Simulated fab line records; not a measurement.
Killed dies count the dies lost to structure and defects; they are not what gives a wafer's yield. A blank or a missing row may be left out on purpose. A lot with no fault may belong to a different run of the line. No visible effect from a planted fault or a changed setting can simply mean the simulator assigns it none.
Chamber matching + flow sfqLine + cmp-02 running SFQ_TRILAYER_I2_CMP_CMP_064: 4 sister chambers
The step polishes SiO2. 14 wafers are shown with their chamber, then 7 later ones without.

WAFERS, EACH WITH ITS CHAMBER
| wafer  | chamber | motorCurrentA (A) | timeToEndpointS (s) | slurryFilterDpKPa (kPa) |
|--------|---------|-------------------|---------------------|-------------------------|
| L452.1 | 1       | 9.8               | 208                 | 13.66                   |
| L452.4 | 2       | 10.9              | 222                 | 13.38                   |
| L452.5 | 3       | 9.0               | 220                 | 13.41                   |
| L461.3 | 2       | 10.3              | 217                 | 13.44                   |
| L461.4 | 1       | 10.0              | 213                 | 13.66                   |
| L461.6 | 3       | 9.0               | 220                 | 13.42                   |
| L464.4 | 2       | 10.3              | 229                 | 13.57                   |
| L464.5 | 1       | 10.2              | 223                 | 13.42                   |
| L464.6 | 0       | 9.9               | 230                 | 13.37                   |
| L466.3 | 1       | 10.3              | 223                 | 13.55                   |
| L466.5 | 3       | 8.5               | 229                 | 13.38                   |
| L466.6 | 2       | 10.1              | 227                 | 13.40                   |
| L469.1 | 1       | 10.9              | 217                 | 13.39                   |
| L469.2 | 3       | 9.1               | 219                 | 13.57                   |

SIGNATURES, as means of the wafers listed above
| reading           | chamber 0 | chamber 1 | chamber 2 | chamber 3 | scatter within a chamber |
|-------------------|-----------|-----------|-----------|-----------|--------------------------|
| motorCurrentA     | 9.900     | 10.240    | 10.400    | 8.900     | 0.357                    |
| timeToEndpointS   | 230.00    | 216.80    | 223.75    | 222.00    | 5.67                     |
| slurryFilterDpKPa | 13.3700   | 13.5360   | 13.4475   | 13.4450   | 0.105                    |
Rule: for each reading, subtract the chamber's mean from the wafer's reading, divide by that reading's scatter and square the result; add these up over the readings and take the root, which gives the wafer's distance from the chamber. The wafer belongs to the nearest chamber; if the next one is less than 2 further off, it can't be placed. The scatter: take each reading less its chamber's mean, square it, sum over the shown wafers, divide by the number of wafers less the number of chambers, and take the root.

WAFERS WITH NO CHAMBER GIVEN
| wafer  | motorCurrentA (A) | timeToEndpointS (s) | slurryFilterDpKPa (kPa) |
|--------|-------------------|---------------------|-------------------------|
| L469.4 | 10.9              | 231                 | 13.38                   |
| L470.2 | 10.0              | 210                 | 13.50                   |
| L470.3 | 9.7               | 203                 | 13.43                   |
| L470.6 | 10.1              | 215                 | 13.51                   |
| L474.1 | 9.5               | 212                 | 13.63                   |
| L474.2 | 8.6               | 209                 | 13.30                   |
| L474.4 | 9.6               | 214                 | 13.61                   |

WHICH CHAMBER EACH WENT THROUGH
| wafer  | from the rows above               | in truth |
|--------|-----------------------------------|----------|
| L469.4 | can't be placed: 2 or 0 or 1      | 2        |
| L470.2 | can't be placed: 1 or 2           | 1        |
| L470.3 | can't be placed: 1 or 3 or 2 or 0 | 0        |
| L470.6 | can't be placed: 1 or 2           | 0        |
| L474.1 | can't be placed: 1 or 3 or 2 or 0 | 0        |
| L474.2 | 3                                 | 3        |
| L474.4 | can't be placed: 1 or 3 or 2 or 0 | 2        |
Correctly placed: 1 of 7. Can't be placed from these rows: 6 (the true chamber is among the candidates in 5). Wrongly placed: 0.
